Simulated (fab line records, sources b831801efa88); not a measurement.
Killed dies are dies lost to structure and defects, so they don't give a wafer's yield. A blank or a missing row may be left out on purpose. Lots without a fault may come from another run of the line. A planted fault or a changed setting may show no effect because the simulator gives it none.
fab line records | flow sky130
record lots=6 wafers=18 last_day=50
route steps=708 shown CAP2M@612 METAL4@621 PAD_OPEN@708
lots that met no fault: from a run of the same line without faults
start_h: hours from the record's first day to the start of the lot's first wafer shown | wait_h: hours since the lot's step before | " the same as in the row above | L1.1+2: a row that stands for several wafers | - no value, or no start given | * or withheld: withheld | < > ~ a bound
route shown NAME@n: a module of which the file shows steps, and the number in the route of the first | usual: mean/standard deviation of fault-free wafers | same: alike in all rows | chamber/n: place in a boat | sites: the reading at each site | _std_site: their standard deviation | _edge_site: outer sites' mean less inner sites' | radius_mm: how far each site lies from the wafer's centre | mask NAME#n: copy n | behind: the tool/chamber that last shaped the wafer | hold: why the lot was held/for how many hours/how that ended | device: the transistor (n, p or np) that didn't switch | end of line: the same wafers' tests at the end of the route | a step without rows: its recipe alone | killed: dies lost to structure and defects at the first sort, not the wafer's yield | map: a wafer's dies, x killed, . not, _ none there
set.NAME: the setting as run; set.NAME@STEP: as run at that earlier step | model.NAME: the simulator's own value behind a step, which no gauge read
lots at some steps of the route; a table a step, a row a wafer
services: from which hour (start_h, from the record's first day; less than 0 if before it) a tool's chamber was out of use, for how many hours, and why
## steps
# step SKY_CAP2M_EXPOSE_09
# recipe mask_id=CAP2M na=0.6 source_shape=conventional sigma_outer=0.6 polarization=unpolarized target_cd_nm=1000 dose_mj=159
# step SKY_CAP2M_PEB_10
# recipe temp_c=withheld time_s=* resist=NOVOLAK
# step SKY_CAP2M_DEVELOP_11
# recipe resist=NOVOLAK developer=TMAH develop_time_s=60 dev_temp_c=23
# step SKY_CAP2M_OVL_MEAS_12
# usual CAP2M_OVL=-1.2/1.5
# columns lot.wafer tool chamber start_h wait_h CAP2M_OVL[nm]
L498.1 overlay-01 - 1001.16 0.1 0.3
L498.5 " - " " -1.3
L498.6 " - " " -0.4
L499.3 overlay-01 - 1007.87 0.1 -2.7
L499.5 " - " " -3.9
L499.6 " - " " -2.2
L504.1 overlay-01 - 1041.01 0.1 1.9
L504.3 " - " " -0.6
L504.6 " - " " -1.2
L511.1 overlay-01 - 1082.76 0.1 -2.4
L511.4 " - " " -0.6
L511.6 " - " " -1.9
L512.2 overlay-01 - 1086.87 0.1 -3.7
L512.4 " - " " -2.2
L512.5 " - " " -0.7
L515.2 overlay-02 - 1105.97 0.1 -1.9
L515.4 " - " " -2.7
L515.6 " - " " -3.9
# step SKY_CAP2M_METAL_ETCH_13
# recipe target_depth_nm=220 stop_on=SiO2 chemistry=Cl2/BCl3 target=TiN pressure_mtorr=10 icp_w=900 bias_w=48.5 Cl2_flow_sccm=60 bcl3_flow_sccm=30 time_s=62.9
# usual drypump_motor_current_A=5.9/0.44 he_backside_leak_sccm=3.37/0.19 oes_product_au=0.942/0.0066 throttle_valve_pct=21.901/0.01
# columns lot.wafer tool chamber start_h wait_h drypump_motor_current_A he_backside_leak_sccm oes_product_au rf_hours_counter_h throttle_valve_pct
L498.1 rie_metal-01 1 1001.20 0.0 6.6 3.28 0.944 18 21.899
L498.5 " 1 " " 6.7 3.33 0.944 - 21.902
L498.6 " 1 " " 6.7 3.24 0.941 - 21.926
L499.3 rie_metal-03 0 1007.92 0.0 6.1 3.41 0.937 - 21.893
L499.5 " 1 " " 5.7 3.42 0.940 - 21.905
L499.6 " 0 " " 6.1 3.68 0.941 - 21.914
L504.1 rie_metal-03 1 1041.05 0.0 5.7 3.40 0.941 11 21.916
L504.3 " 1 " " 5.7 3.44 0.936 - 21.898
L504.6 " 0 " " 6.1 3.43 0.940 - 21.907
L511.1 rie_metal-03 1 1082.80 0.0 5.7 3.26 0.937 14 21.901
L511.4 " 1 " " 5.7 3.36 0.951 - 21.891
L511.6 " 1 " " 5.7 3.35 0.948 - 21.898
L512.2 rie_metal-01 1 1086.90 0.0 6.7 3.34 0.937 24 21.896
L512.4 " 1 " " 6.7 3.28 0.931 - 21.924
L512.5 " 0 " " 5.9 3.28 0.942 - 21.901
L515.2 rie_metal-02 1 1106.00 0.0 5.3 3.06 0.939 23 21.905
L515.4 " 0 " " 5.9 3.92 0.934 - 21.878
L515.6 " 1 " " 5.3 3.00 0.941 - 21.903
# step SKY_CAP2M_STRIP_14
# recipe chemistry=O2/N2 power_w=1400 pressure_mtorr=1500 platen_temp_c=withheld o2_flow_sccm=3000 n2_flow_sccm=300 overash_fraction=0.5
# usual drypump_motor_current_A=5.5/0.51 oes_product_au=0.711/0.0041 strip_time_to_endpoint_s=12.67/0.05
# same overash_fraction=0.5
# columns lot.wafer tool chamber start_h wait_h drypump_motor_current_A oes_product_au rf_hours_counter_h strip_time_to_endpoint_s
L498.1 plasma_asher-04 1 1001.35 0.1 5.0 0.706 28 12.73
L498.5 " 1 " " 4.9 0.710 - 12.71
L498.6 " 0 " " 5.6 0.711 - 12.71
L499.3 plasma_asher-04 1 1008.01 0.1 5.0 0.711 - 12.76
L499.5 " 0 " " 5.6 0.706 - 12.78
L499.6 " 1 " " 5.0 0.708 - 12.75
L504.1 plasma_asher-02 0 1041.13 0.1 6.0 0.704 126 12.68
L504.3 " 1 " " 4.7 0.713 - 12.73
L504.6 " 0 " " 6.0 0.712 - 12.67
L511.1 plasma_asher-04 0 1082.87 0.1 5.6 0.709 36 12.67
L511.4 " 1 " " 5.0 0.709 - 12.65
L511.6 " 0 " " 5.6 0.714 - 12.66
L512.2 plasma_asher-03 1 1086.98 0.1 5.4 0.713 90 12.69
L512.4 " 0 " " 6.1 0.707 - 12.69
L512.5 " 0 " " 6.1 0.715 - 12.70
L515.2 plasma_asher-04 1 1106.08 0.1 5.0 0.706 39 12.60
L515.4 " 0 " " 5.6 0.711 - 12.57
L515.6 " 0 " " 5.6 0.712 - 12.60
# step SKY_CAP2M_STRIP_15
# recipe chemistry=post_etch_residue_remover time_s=1200 temp_c=72.5
# step SKY_CAP2M_CLEAN_16
# recipe chemistry=IPA time_s=180 temp_c=25
# step SKY_CAP2M_CLEAN_17
# recipe chemistry=O3/DIW dry=n2_spin
# step SKY_METAL4_DEHYDRATE_05
# recipe temp_c=200 time_s=60
# step SKY_METAL4_HMDS_06
# recipe prime_time_s=60 prime_temp_c=120
# step SKY_METAL4_COAT_07
# recipe resist=BARC temp_c=withheld time_s=withheld spin_rpm=3000 resist_thk_nm=60
# step SKY_METAL4_COAT_08
# recipe resist=KrF-thick spin_rpm=3000 resist_thk_nm=1140
# usual chill_plate_temp_C=23.02/0.098
# columns lot.wafer tool chamber start_h wait_h chill_plate_temp_C model.KrF-thick_of_METAL4_COAT_08.thk_nm
L498.1 litho_track-01 0 1013 - 22.99 1140
L498.5 " 0 " " 22.98 1142
L498.6 " 0 " " 22.97 1145
L499.3 litho_track-01 0 1020 - 22.99 1173
L499.5 " 0 " " 22.98 1143
L499.6 " 0 " " 23.07 1143
L504.1 litho_track-01 0 1052 - 23.17 1172
L504.3 " 0 " " 22.91 1172
L504.6 " 0 " " 23.22 1139
L511.1 litho_track-03 0 1093 - 23.04 1139
L511.4 " 0 " " 22.98 1138
L511.6 " 0 " " 23.01 1138
L512.2 litho_track-03 0 1097 - 23.09 1138
L512.4 " 0 " " 22.95 1140
L512.5 " 0 " " 23.19 1136
L515.2 litho_track-04 0 1116 - 23.07 1136
L515.4 " 0 " " 23.05 1139
L515.6 " 0 " " 23.25 1139
# step SKY_METAL4_SOFTBAKE_09
# recipe temp_c=100 time_s=90 resist=KrF-thick
# step SKY_METAL4_EXPOSE_10
# recipe mask_id=MM4 na=0.68 source_shape=annular sigma_inner=0.4 sigma_outer=0.8 target_cd_nm=300 dose_mj=28
# step SKY_METAL4_PEB_11
# recipe peb_temp_c=withheld peb_time_s=withheld resist=KrF-thick
# step SKY_METAL4_DEVELOP_12
# recipe develop_time_s=60 resist=KrF-thick dev_temp_c=21
# step SKY_METAL4_CD_MEAS_13
# recipe target_cd_nm=300
# usual cd_nm=301.0/1.4
# columns lot.wafer tool chamber start_h wait_h cd_nm
L498.1 cd_sem-02 - 1025.71 - 301.0
L498.5 " - " " 302.6
L498.6 " - " " 302.7
L499.3 cd_sem-01 - 1031.98 - 303.0
L499.5 " - " " 302.1
L499.6 " - " " 302.9
L504.1 cd_sem-02 - 1063.14 - 301.2
L504.3 " - " " 302.3
L504.6 " - " " 300.7
L511.1 cd_sem-02 - 1103.89 - 298.4
L511.4 " - " " 299.0
L511.6 " - " " 299.4
L512.2 cd_sem-01 - 1107.72 - 300.2
L512.4 " - " " 299.5
L512.5 " - " " 300.5
L515.2 cd_sem-02 - 1126.68 - 302.9
L515.4 " - " " 302.7
L515.6 " - " " 301.2
# step SKY_METAL4_OVL_MEAS_14
# usual METAL4_OVL=1/5.4
# columns lot.wafer tool chamber start_h wait_h METAL4_OVL[nm]
L498.1 overlay-01 - 1025.83 0.1 -2
L498.5 " - " " 2
L498.6 " - " " 5
L499.3 overlay-02 - 1032.07 0.1 8
L499.5 " - " " 8
L499.6 " - " " 6
L504.1 overlay-01 - 1063.26 0.1 7
L504.3 " - " " 6
L504.6 " - " " 4
L511.1 overlay-01 - 1104.01 0.1 11
L511.4 " - " " 5
L511.6 " - " " 4
L512.2 overlay-01 - 1107.83 0.1 -5
L512.4 " - " " -4
L512.5 " - " " -3
L515.2 overlay-02 - 1126.79 0.1 1
L515.4 " - " " 1
L515.6 " - " " -5
# step SKY_METAL4_DESCUM_15
# recipe chemistry=O2 source_power_w=150 bias_power_w=0 pressure_mtorr=10 temp_c=40 time_s=8
# usual drypump_motor_current_A=6.0/0.49 he_backside_leak_sccm=3.28/0.18 oes_product_au=1.002/0.01
# columns lot.wafer tool chamber start_h wait_h drypump_motor_current_A he_backside_leak_sccm oes_product_au rf_hours_counter_h
L498.1 rie_metal-01 0 1025.87 0.0 5.9 3.46 0.991 7
L498.5 " 0 " " 5.9 3.23 0.984 -
L498.6 " 1 " " 6.7 3.24 0.999 -
L499.3 rie_metal-01 1 1032.10 0.0 6.7 3.29 0.995 -
L499.5 " 1 " " 6.6 3.02 0.990 -
L499.6 " 0 " " 5.9 3.28 0.983 -
L504.1 rie_metal-04 0 1063.29 0.0 6.1 3.15 1.016 15
L504.3 " 1 " " 6.6 3.11 0.996 -
L504.6 " 0 " " 6.0 3.20 1.003 -
L511.1 rie_metal-02 0 1104.04 0.0 5.9 3.42 1.010 14
L511.4 " 0 " " 5.9 3.33 1.021 -
L511.6 " 0 " " 5.9 3.33 1.010 -
L512.2 rie_metal-02 0 1107.86 0.0 5.9 3.59 1.006 15
L512.4 " 0 " " 5.9 3.63 1.015 -
L512.5 " 1 " " 5.3 2.96 1.027 -
L515.2 rie_metal-01 0 1126.82 0.0 5.9 3.52 0.989 14
L515.4 " 0 " " 5.9 3.41 0.985 -
L515.6 " 1 " " 6.7 3.19 0.995 -
# step SKY_METAL4_ETCH_16
# recipe chemistry=N2/H2 target=BARC ion_energy_ev=200 bias_w=100 pressure_mtorr=30 n2_flow_sccm=100 h2_flow_sccm=200 icp_w=500 stop_on=SiO2 time_s=88.2 target_depth_a=600
# usual drypump_motor_current_A=6.0/0.49 he_backside_leak_sccm=3.3/0.37 oes_product_au=0.626/0.0048 throttle_valve_pct=13.204/0.0089
# columns lot.wafer tool chamber start_h wait_h drypump_motor_current_A he_backside_leak_sccm oes_product_au rf_hours_counter_h throttle_valve_pct
L498.1 rie_metal-01 0 1025.90 0.0 5.9 3.3 0.633 7 13.199
L498.5 " 0 " " 5.9 3.3 0.623 - 13.201
L498.6 " 1 " " 6.7 3.4 0.625 - 13.197
L499.3 rie_metal-01 1 1032.16 0.0 6.7 3.1 0.630 - 13.216
L499.5 " 1 " " 6.7 3.3 0.626 - 13.200
L499.6 " 0 " " 5.9 3.5 0.631 - 13.201
L504.1 rie_metal-04 0 1063.33 0.0 6.1 3.2 0.625 15 13.197
L504.3 " 1 " " 6.6 3.0 0.622 - 13.204
L504.6 " 0 " " 6.0 3.2 0.623 - 13.198
L511.1 rie_metal-02 0 1104.08 0.0 5.9 3.3 0.624 14 13.201
L511.4 " 0 " " 5.9 3.5 0.620 - 13.207
L511.6 " 0 " " 5.9 3.4 0.617 - 13.189
L512.2 rie_metal-02 0 1107.89 0.0 5.9 3.9 0.622 15 13.207
L512.4 " 0 " " 5.9 3.7 0.620 - 13.195
L512.5 " 1 " " 5.3 3.1 0.628 - 13.208
L515.2 rie_metal-01 0 1126.85 0.0 5.9 3.4 0.626 14 13.208
L515.4 " 0 " " 5.9 3.3 0.627 - 13.208
L515.6 " 1 " " 6.7 3.2 0.623 - 13.201
# step SKY_METAL4_ETCH_17
# recipe target=SiO2 stop_on=TiN chemistry=C4F8/O2/Ar source_w=1500 bias_w=1200 pressure_mtorr=40 c4f8_flow_sccm=withheld O2_flow_sccm=6 Ar_flow_sccm=300 time_s=3.9 target_depth_a=150
# usual oes_product_au=0.753/0.0058
# columns lot.wafer tool chamber start_h wait_h oes_product_au rf_hours_counter_h
L498.1 rie_diel-04 3 1026.00 0.1 0.753 10
L498.5 " 0 " " 0.750 -
L498.6 " 1 " " 0.755 -
L499.3 rie_diel-04 3 1032.22 0.0 0.756 10
L499.5 " 1 " " 0.760 -
L499.6 " 2 " " 0.756 -
L504.1 rie_diel-04 1 1063.42 0.1 0.747 8
L504.3 " 3 " " 0.755 11
L504.6 " 2 " " 0.747 -
L511.1 rie_diel-04 1 1104.17 0.1 0.749 10
L511.4 " 2 " " 0.754 -
L511.6 " 1 " " 0.756 -
L512.2 rie_diel-02 3 1107.99 0.1 0.747 18
L512.4 " 0 " " 0.752 24
L512.5 " 1 " " 0.759 -
L515.2 rie_diel-01 2 1126.95 0.1 0.740 15
L515.4 " 3 " " 0.750 12
L515.6 " 3 " " 0.751 -
# step SKY_METAL4_METAL_ETCH_18
# recipe target_depth_a=8450 stop_on=SiO2 over_etch_frac=0.3 time_s=183.1 chemistry=Cl2/BCl3 resist_sidewall_deg=88 pressure_mtorr=10 icp_w=900 bias_w=48.5 Cl2_flow_sccm=60 bcl3_flow_sccm=30
# usual drypump_motor_current_A=6.1/0.49 he_backside_leak_sccm=3.26/0.28 oes_product_au=0.866/0.0059 throttle_valve_pct=22.265/0.0089
# columns lot.wafer tool chamber start_h wait_h drypump_motor_current_A he_backside_leak_sccm oes_product_au rf_hours_counter_h throttle_valve_pct model.KrF-thick_of_METAL4_COAT_08.thk_nm
L498.1 rie_metal-02 1 1026.02 0.0 5.3 3.16 0.858 17 22.261 514
L498.5 " 1 " " 5.3 3.15 0.858 - 22.265 519.9
L498.6 " 0 " " 5.9 3.45 0.867 - 22.268 524.3
L499.3 rie_metal-04 0 1032.30 0.1 6.0 3.09 0.874 - 22.261 548.2
L499.5 " 0 " " 6.1 3.10 0.868 - 22.276 523
L499.6 " 1 " " 6.6 2.98 0.870 - 22.271 522.6
L504.1 rie_metal-02 0 1063.44 0.0 5.9 3.66 0.864 11 22.241 553.7
L504.3 " 1 " " 5.3 3.09 0.862 - 22.268 555.7
L504.6 " 1 " " 5.3 3.11 0.863 - 22.257 518.2
L511.1 rie_metal-01 1 1104.19 0.0 6.7 5.76 0.873 25 22.254 528.9
L511.4 " 0 " " 5.9 3.29 0.860 - 22.257 533.5
L511.6 " 1 " " 6.7 3.21 0.867 - 22.273 526.9
L512.2 rie_metal-04 1 1108.01 0.0 6.6 3.05 0.858 24 22.256 517.9
L512.4 " 0 " " 6.0 3.13 0.858 - 22.254 516.2
L512.5 " 0 " " 6.0 3.06 0.862 - 22.263 508.4
L515.2 rie_metal-02 0 1126.97 0.0 5.9 3.40 0.871 17 22.256 514.4
L515.4 " 0 " " 5.9 3.59 0.876 - 22.277 519.3
L515.6 " 1 " " 5.3 3.23 0.870 - 22.264 517.7
# step SKY_METAL4_STRIP_19
# recipe chemistry=O2/N2 power_w=1400 pressure_mtorr=1500 platen_temp_c=withheld o2_flow_sccm=3000 n2_flow_sccm=300 overash_fraction=0.5
# usual drypump_motor_current_A=5.6/0.42 oes_product_au=0.501/0.0053 strip_time_to_endpoint_s=6.50/0.071
# same overash_fraction=0.5
# columns lot.wafer tool chamber start_h wait_h drypump_motor_current_A oes_product_au rf_hours_counter_h strip_time_to_endpoint_s
L498.1 plasma_asher-01 1 1026.20 0.1 6.1 0.493 59 6.42
L498.5 " 0 " " 5.2 0.509 - 6.45
L498.6 " 1 " " 6.1 0.509 - 6.51
L499.3 plasma_asher-04 0 1032.45 0.1 5.6 0.508 - 6.74
L499.5 " 0 " " 5.6 0.509 - 6.49
L499.6 " 1 " " 5.0 0.502 - 6.49
L504.1 plasma_asher-04 0 1063.62 0.1 5.6 0.511 34 6.80
L504.3 " 0 " " 5.6 0.516 - 6.82
L504.6 " 1 " " 5.0 0.499 - 6.44
L511.1 plasma_asher-03 0 1104.37 0.1 6.1 0.497 92 6.56
L511.4 " 1 " " 5.4 0.513 - 6.60
L511.6 " 1 " " 5.4 0.501 - 6.53
L512.2 plasma_asher-03 1 1108.19 0.1 5.4 0.492 92 6.44
L512.4 " 0 " " 6.1 0.487 - 6.42
L512.5 " 1 " " 5.4 0.489 - 6.33
L515.2 plasma_asher-01 1 1127.15 0.1 6.1 0.496 69 6.41
L515.4 " 1 " " 6.1 0.508 - 6.46
L515.6 " 1 " " 6.1 0.502 - 6.44
# step SKY_METAL4_STRIP_20
# recipe chemistry=post_etch_residue_remover time_s=1200 temp_c=72.5
# step SKY_PAD_OPEN_PROBE_99
# usual defect_limited_yield=82.7/2 killed_at_M0_to_M3=42/7.7 killed_at_M4_up=3.1/1.9 killed_at_contacts=24/4.9 killed_at_front_end=15/4.6 killed_at_other=0.3/0.51 killed_dies=85/9.9 killed_open=47/7.1 killed_short=38/6.7 sort_bin_3_pad_short=0.9/0.46 sort_bin_5_function=10.1/1.5 sort_bin_6_memory=6.3/1.1 sort_n_pass=407/9.9 sort_yield_pct=82.7/2
# same gross_dies=492 killed_at_back_side=0 sort_bin_4_leakage[%]=0 sort_bin_8_speed[%]=0
# columns lot.wafer tool chamber start_h wait_h defect_limited_yield[%] killed_at_M0_to_M3 killed_at_M4_up killed_at_contacts killed_at_front_end killed_at_other killed_dies killed_open killed_short sort_bin_3_pad_short[%] sort_bin_5_function[%] sort_bin_6_memory[%] sort_n_pass sort_yield_pct[%]
L498.1 prober-01 - 1117.23 0.1 83.5 39 4 30 8 0 81 45 36 1.8 9.8 4.9 411 83.5
L498.5 prober-01 - 1117.43 0.2 84.3 31 2 30 14 0 77 45 32 0.8 8.9 5.9 415 84.3
L498.6 prober-01 - 1117.48 0.2 84.6 34 8 24 9 1 76 50 26 0.4 9.8 5.3 416 84.6
L499.3 prober-02 - 1121.93 0.2 80.1 54 3 24 17 0 98 48 50 1.4 12.2 6.3 394 80.1
L499.5 prober-02 - 1122.03 0.2 83.3 46 1 17 18 0 82 46 35 1.2 8.9 6.5 410 83.3
L499.6 prober-02 - 1122.08 0.2 83.7 38 5 25 12 0 80 48 32 0.8 10.6 4.9 412 83.7
L512.2 prober-01 - 1185.86 0.1 86.4 29 5 23 9 1 67 40 27 0.4 10.0 3.3 425 86.4
L512.4 prober-01 - 1185.96 0.2 85.6 30 2 25 14 0 71 32 39 0.8 9.1 4.5 421 85.6
L512.5 prober-01 - 1186.01 0.2 83.1 37 3 22 21 0 83 42 38 0.8 9.6 6.5 409 83.1
# killed by level:class
L498.1 LI_CONTACT:geometric_particle:open=11 VIA1:geometric_particle:open=10 VIA3:geometric_particle:open=9 VIA1:geometric_particle:short=7 CONTACT:geometric_particle:open=7 LI_CONTACT:geometric_particle:short=5 LOCAL_INTERCONNECT:geometric_particle:short=4 METAL1:geometric_particle:short=3
L498.5 LI_CONTACT:geometric_particle:open=15 CONTACT:geometric_particle:open=7 VIA1:geometric_particle:open=6 VIA1:geometric_particle:short=5 FIELD_ISO:geometric_particle:open=4 FIELD_ISO:geometric_particle:short=4 CONTACT:geometric_particle:short=4 METAL2:geometric_particle:short=4
L498.6 VIA1:geometric_particle:open=11 CONTACT:geometric_particle:open=10 LI_CONTACT:geometric_particle:open=9 VIA3:geometric_particle:open=6 VIA2:geometric_particle:open=6 METAL4:geometric_particle:short=4 METAL1:geometric_particle:short=4 FIELD_ISO:geometric_particle:short=3
L499.3 VIA1:geometric_particle:open=18 CONTACT:geometric_particle:open=10 VIA1:geometric_particle:short=9 POLY_GATE:geometric_particle:short=5 LOCAL_INTERCONNECT:geometric_particle:short=5 METAL2:geometric_particle:short=5 FIELD_ISO:geometric_particle:short=4 METAL1:geometric_particle:open=4
L499.5 VIA1:geometric_particle:open=15 CONTACT:geometric_particle:open=8 VIA3:geometric_particle:open=7 METAL2:geometric_particle:short=6 LI_CONTACT:geometric_particle:open=5 VIA2:geometric_particle:open=5 FIELD_ISO:geometric_particle:short=4 VIA2:geometric_particle:short=4
L499.6 CONTACT:geometric_particle:open=14 VIA2:geometric_particle:open=7 VIA3:geometric_particle:open=7 METAL1:geometric_particle:short=5 FIELD_ISO:geometric_particle:open=4 METAL4:geometric_particle:short=4 LI_CONTACT:geometric_particle:open=4 VIA1:geometric_particle:open=3
L512.2 CONTACT:geometric_particle:open=11 VIA2:geometric_particle:open=6 VIA3:geometric_particle:open=6 LI_CONTACT:geometric_particle:open=5 VIA1:geometric_particle:open=5 POLY_GATE:geometric_particle:open=4 LOCAL_INTERCONNECT:geometric_particle:short=3 METAL1:geometric_particle:short=3
L512.4 CONTACT:geometric_particle:short=10 VIA1:geometric_particle:open=8 CONTACT:geometric_particle:open=6 VIA1:geometric_particle:short=5 LI_CONTACT:geometric_particle:short=4 METAL2:geometric_particle:short=4 VIA2:geometric_particle:open=4 POLY_GATE:geometric_particle:short=3
L512.5 CONTACT:geometric_particle:open=8 METAL2:geometric_particle:short=7 LI_CONTACT:geometric_particle:open=6 VIA1:geometric_particle:open=6 METAL1:geometric_particle:short=5 FIELD_ISO:geometric_particle:open=4 VIA2:geometric_particle:open=4 LOCAL_INTERCONNECT:geometric_particle:short=4
## services
# columns tool chamber start_h hours kind
rie_diel-01 1 986.80 9.4 repair
rie_metal-03 - 999.00 1.4 pm
rie_diel-01 1 1005.88 9.0 repair
rie_diel-04 0 1010.75 2.0 repair
rie_diel-04 - 1015.01 4.6 repair
rie_diel-04 2 1015.78 3.3 repair
rie_metal-04 - 1026.02 0.4 repair
rie_metal-04 1 1035.49 5.6 repair
plasma_asher-04 - 1039.85 5.7 repair
plasma_asher-01 - 1042.12 5.5 repair
rie_diel-04 3 1043.56 8.8 repair
rie_diel-02 - 1051.49 28.1 pm
plasma_asher-02 - 1055.25 9.0 pm
plasma_asher-03 - 1059.28 12.8 pm
plasma_asher-01 - 1069.16 0.4 repair
plasma_asher-01 - 1091.55 2.4 repair
rie_diel-04 3 1098.87 11.8 repair
rie_diel-02 - 1101.28 0.8 repair
rie_diel-02 0 1112.33 8.2 repair
rie_diel-02 2 1122.83 14.1 repair
rie_metal-03 0 1123.41 - clean
rie_metal-03 0 1123.41 - consumable_replace:focus_ring
rie_metal-03 0 1123.41 23.7 scheduled_down
rie_diel-02 0 1126.77 8.1 repair
## key
first_sign step=SKY_METAL4_STRIP_19 reading=strip_time_to_endpoint_s direction=up sigmas=4 usual=* struck=*
effect none on later readings
model_effect step=SKY_METAL4_COAT_08 value=KrF-thick_of_METAL4_COAT_08.thk_nm without=1140 struck=1173
model_effect step=SKY_METAL4_METAL_ETCH_18 value=KrF-thick_of_METAL4_COAT_08.thk_nm without=520 struck=552.5
met_at SKY_METAL4_COAT_08
struck_wafers L499.3,L504.1,L504.3
onset_between 1013 1020
fault kind=process_parameter_drift tool=litho_track-01 chamber=- onset_h=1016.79 steps=SKY_METAL4_COAT_08 channel=resist_thk_nm offset=32.485 shape=step end_h=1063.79 scope=struck_wafers_only acts_in=these_recipes_only stated=1140
